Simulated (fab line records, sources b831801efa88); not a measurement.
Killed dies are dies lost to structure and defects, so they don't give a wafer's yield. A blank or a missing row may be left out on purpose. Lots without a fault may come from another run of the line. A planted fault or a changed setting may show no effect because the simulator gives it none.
Which tool did it? | flow sky130 | 14 lots, 42 wafers sampled, at 4 steps of a route of 708

WHAT THE GAUGES READ, wafer by wafer
SKY_FIELD_ISO_THK_MEAS_02.
lot  | measured    | on            | FIELD_ISO_OXIDATION_00_THK (nm)
L802 | day 1 11:39 | film_metro-01 | 11.68 11.88 12.03
L803 | day 1 17:23 | film_metro-03 | 11.97 11.82 11.79
L804 | day 1 22:43 | film_metro-04 | 11.89 11.99 11.91
L805 | day 2 03:32 | film_metro-04 | 12.17 12.25 12.03
L806 | day 2 10:28 | film_metro-04 | 11.96 11.88 12.21
L807 | day 2 14:44 | film_metro-04 | 12.00 12.11 12.01
L808 | day 2 20:40 | film_metro-01 | 11.72 11.70 11.95
L812 | day 3 14:24 | film_metro-04 | 12.08 11.89 11.87
L815 | day 4 04:38 | film_metro-04 | 11.65 11.71 11.69
L816 | day 4 10:44 | film_metro-04 | 11.97 12.20 12.02
L819 | day 5 01:01 | film_metro-04 | 11.80 11.72 11.92
L820 | day 5 07:27 | film_metro-01 | 12.02 12.42 12.11
L821 | day 5 10:38 | film_metro-03 | 12.35 12.36 12.35
L824 | day 6 03:01 | film_metro-01 | 12.00 11.96 12.01

SKY_NWELL_OVL_MEAS_10.
lot  | measured    | on         | NWELL_00_OVL (nm)
L802 | day 4 18:05 | overlay-02 | -0.4 -1.0 0.7
L803 | day 4 23:38 | overlay-02 | 1.7 0.2 1.0
L804 | day 5 02:54 | overlay-02 | -2.0 -1.5 -2.8
L805 | day 5 07:28 | overlay-02 | 1.7 0.3 1.4
L806 | day 5 12:59 | overlay-01 | -2.0 -0.5 -3.1
L807 | day 5 19:23 | overlay-01 | 1.6 -0.6 -0.6
L808 | day 6 00:54 | overlay-01 | 0.3 1.3 -0.5
L812 | day 6 22:06 | overlay-01 | -1.4 0.5 -0.7
L815 | day 7 18:54 | overlay-02 | 0.5 0.0 0.3
L816 | day 7 23:27 | overlay-01 | -0.2 -0.1 0.6
L819 | day 8 17:06 | overlay-02 | 1.3 1.6 0.2
L820 | day 8 22:27 | overlay-01 | -0.8 -0.8 -1.4
L821 | day 9 02:27 | overlay-01 | 0.7 2.0 0.6
L824 | day 9 23:01 | overlay-01 | 1.8 -1.2 0.6

SKY_LDD_LDN_TW_MEAS_13.
lot  | measured     | on            | LDD_LDN_TW
L802 | day 23 02:38 | film_metro-04 | 1491 1491 1494
L803 | day 23 09:38 | film_metro-01 | 1480 1478 1494
L804 | day 23 14:08 | film_metro-03 | 1498 1505 1500
L805 | day 23 21:41 | film_metro-04 | 1482 1494 1496
L806 | day 24 06:58 | film_metro-03 | 1502 1507 1499
L807 | day 24 15:17 | film_metro-04 | 1495 1498 1503
L808 | day 25 01:13 | film_metro-03 | 1506 1505 1507
L812 | day 26 05:55 | film_metro-03 | 1509 1504 1510
L815 | day 27 19:07 | film_metro-03 | 1501 1508 1504
L816 | day 27 22:20 | film_metro-01 | 1480 1479 1474
L819 | day 28 22:38 | film_metro-01 | 1489 1490 1480
L820 | day 29 05:50 | film_metro-03 | 1505 1504 1498
L821 | day 29 09:50 | film_metro-04 | 1499 1495 1495
L824 | day 30 10:38 | film_metro-03 | 1518 1518 1511

WHICH TOOL RAN EACH LOT (tool, then ch and the chambers of the sampled wafers, then the start)
lot  | SKY_VT_ADJUST_LVTN_IMPLANT_08
L802 | implanter-03 ch 0, day 7 03:02
L803 | implanter-03 ch 0, day 7 09:09
L804 | implanter-03 ch 0, day 7 13:28
L805 | implanter-04 ch 0, day 7 17:28
L806 | implanter-04 ch 0, day 7 23:50
L807 | implanter-04 ch 0, day 8 07:44
L808 | implanter-03 ch 0, day 8 13:40
L812 | implanter-01 ch 0, day 9 13:44
L815 | implanter-01 ch 0, day 10 12:29
L816 | implanter-01 ch 0, day 10 14:47
L819 | implanter-03 ch 0, day 11 11:29
L820 | implanter-04 ch 0, day 11 17:07
L821 | implanter-04 ch 0, day 11 21:50
L824 | implanter-03 ch 0, day 12 20:45
- SKY_VT_ADJUST_LVTN_IMPLANT_08

WHAT THE TOOLS THEMSELVES READ (means of the sampled wafers that have a number; where no wafer has one, the mark that the record gives instead)
SKY_VT_ADJUST_LVTN_IMPLANT_08.
lot  | tool         | dose_ions_cm2
L802 | implanter-03 | 1.5701e+12
L803 | implanter-03 | 1.5700e+12
L804 | implanter-03 | 1.5678e+12
L805 | implanter-04 | 1.5710e+12
L806 | implanter-04 | 1.5698e+12
L807 | implanter-04 | 1.5690e+12
L808 | implanter-03 | 1.5677e+12
L812 | implanter-01 | 1.5684e+12
L815 | implanter-01 | 1.5162e+12
L816 | implanter-01 | 1.5169e+12
L819 | implanter-03 | 1.5694e+12
L820 | implanter-04 | 1.5711e+12
L821 | implanter-04 | 1.5696e+12
L824 | implanter-03 | 1.5706e+12

THE ANSWER, worked out from the rows above alone
Rule: what is usual is taken from the lots themselves. Put in order of their means at a reading, lots are off if they are a third of the lots or fewer, leave a main group of 4 or more, and stand apart from it by a gap of 3 or more times the standard deviation of the main group's means; of several such gaps the widest counts. A main group whose means are all the same, to the digits that the tables above print for the reading, isn't used. A lot without any number at a reading at which 4 lots or more have one is off too. The other lots that the step has rows for count as sound. The gauges are gone through in route order, then the tools' own readings, and for those a lot's mean is taken as printed above. The first step at which some lot is off is used, and at that step the reading that is off furthest; a lot without a number counts as furthest.
Off: L815, L816, at SKY_VT_ADJUST_LVTN_IMPLANT_08 (dose_ions_cm2). The main group: mean 1.5695e+12, standard deviation 1.1e+09.
A tool fits if, at that step or a process step before it, it ran every lot that is off, and no sound lot after the first of them. One fits: implanter-01 at SKY_VT_ADJUST_LVTN_IMPLANT_08. Its last sound lot is L812 (day 9 13:44), its first lot that is off L815 (day 10 12:29): a fault that began between those two fits.
The tool's own readings at SKY_VT_ADJUST_LVTN_IMPLANT_08 bear it out: on the lots that are off they differ by more than 5 times the standard deviation of the sound lots' means. dose_ions_cm2 reads 1.5166e+12 there against 1.5695e+12 on the sound lots.

WHAT THE SIMULATOR HAD PUT IN
Process parameter drift: implanter-01, from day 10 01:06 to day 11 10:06, at SKY_VT_ADJUST_LVTN_IMPLANT_08. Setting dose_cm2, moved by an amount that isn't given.
Lots struck among those shown: L815, L816. The rule above found the same.
